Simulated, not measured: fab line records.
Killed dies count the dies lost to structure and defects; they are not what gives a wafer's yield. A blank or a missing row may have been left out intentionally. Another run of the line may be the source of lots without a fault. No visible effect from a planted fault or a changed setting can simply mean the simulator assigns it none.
A lot that was struck, set against a sound lot + flow sky130 + 16 steps out of a route of 708
Sound: these wafers, L974.1, L974.2, L974.4. Struck: wafer L983.5 (left out: L983.2, L983.3 of the same lot, which were not struck); the cause appears at the end.
Order at every step that has rows: each side's tool, ch and its chambers, its first start. Under that, the readings that differ: sound wafers + struck wafers + difference of the means + sigmas: that difference in standard deviations of wafers without a fault.
alike: readings whose means differ by less than 2 such deviations, and words and numbers that are the same on both sides. not compared: withheld readings, readings that some wafer has no value for, bounds like >300 that may hide the same value, and numbers for which the record gives no deviation and whose values overlap.
A row with sigmas, a row that says differs or no value, or rows on one side alone: a step with any of these is where the two part. Non-overlapping numbers with no deviation appear without sigmas and do not part them. A reading that every wafer of one side lacks parts them only if that side has two wafers or more.

first, 8 steps without rows for these wafers: SKY_METAL1_DEHYDRATE_07 (time 60 s); SKY_METAL1_HMDS_08 (prime time 60 s); SKY_METAL1_COAT_09 (resist thk 60 nm); SKY_METAL1_COAT_10 (resist thk 450 nm); SKY_METAL1_SOFTBAKE_11 (time 90 s); SKY_METAL1_EXPOSE_12 (exposes mask MM1, target cd 140 nm); SKY_METAL1_PEB_13; SKY_METAL1_DEVELOP_14 (develop time 60 s).
SKY_METAL1_CD_MEAS_15: target cd 140 nm.
  sound: cd sem-02 at day 32 02:57; struck: cd sem-01 at day 36 04:20
| reading    | sound             | struck | difference | sigmas |
|------------|-------------------|--------|------------|--------|
| cd nm (nm) | 135.8 136.3 137.2 | 140.3  | +3.9       | +2     |
SKY_METAL1_OVL_MEAS_16:
  sound: overlay-02 at day 32 03:04; struck: overlay-01 at day 36 04:27
  alike: METAL1_OVL
SKY_METAL1_DESCUM_17: chemistry O2, time 8 s.
  sound on rie metal-04 ch 0,1, day 32 03:06; struck on rie metal-02 ch 1, day 36 04:29
  alike: drypump motor current A, oes product au
  not compared: rf hours counter h
SKY_METAL1_ETCH_18: etches BARC in N2/H2, stops on SiO2, time 45.9 s, target depth 60 nm.
  sound on rie metal-04 ch 0,1, day 32 03:08; struck on rie metal-02 ch 1, day 36 04:31
  alike: drypump motor current A, oes product au, throttle valve pct
  not compared: rf hours counter h
SKY_METAL1_METAL_ETCH_19: etches the open film in Cl2/BCl3, stops on SiO2, target depth 360 nm, time 78 s.
  sound on rie metal-04 ch 0,1, day 32 03:12; struck on rie metal-02 ch 1, day 36 04:34
| reading                                       | sound             | struck | difference | sigmas |
|-----------------------------------------------|-------------------|--------|------------|--------|
| model.KrF-thick_of_METAL1_COAT_10.thk nm (nm) | 160 157.9 159.1   | 190    | +31        |        |
| model.METAL1.cd nm (nm)                       | 136.9 138.3 139.9 | 140.9  | +2.5       |        |
  alike: drypump motor current A, oes product au, throttle valve pct
  not compared: rf hours counter h
SKY_METAL1_STRIP_20: strips in O2/N2.
  sound on plasma asher-01 ch 0,1, day 32 03:17; struck on plasma asher-04 ch 1, day 36 04:40
| reading                      | sound             | struck | difference | sigmas |
|------------------------------|-------------------|--------|------------|--------|
| oes product au (a.u.)        | 0.341 0.347 0.340 | 0.357  | +0.014     | +3     |
| strip time to endpoint s (s) | 2.70 2.70 2.71    | 3.04   | +0.34      | +10    |
  alike: drypump motor current A
  not compared: rf hours counter h
then, 1 step without rows for these wafers: SKY_METAL1_STRIP_21 (strips in post etch residue remover, time 1200 s).
-- the record jumps here: 12 days lie between the struck wafers' starts before and after (it left off in module METAL1 and takes up again in module PAD_OPEN, whose first step shown is number 708 of the route) --
SKY_PAD_OPEN_PROBE_99:
  sound: prober-02 at day 45 06:23; struck: prober-02 at day 48 11:29
| reading            | sound    | struck | difference | sigmas |
|--------------------|----------|--------|------------|--------|
| killed at contacts | 30 29 29 | 17     | -12        | -2     |
  alike: defect limited yield, killed_at_M0_to_M3, killed_at_M4_up, killed at front end, killed at other, killed dies, killed open, killed short, sort_bin_3_pad_short, sort_bin_5_function, sort_bin_6_memory, sort n pass, sort yield pct

WHERE THEY PART
At SKY_METAL1_CD_MEAS_15 first; at SKY_PAD_OPEN_PROBE_99 last (within this record only).

WHY: what had been put in by the simulator
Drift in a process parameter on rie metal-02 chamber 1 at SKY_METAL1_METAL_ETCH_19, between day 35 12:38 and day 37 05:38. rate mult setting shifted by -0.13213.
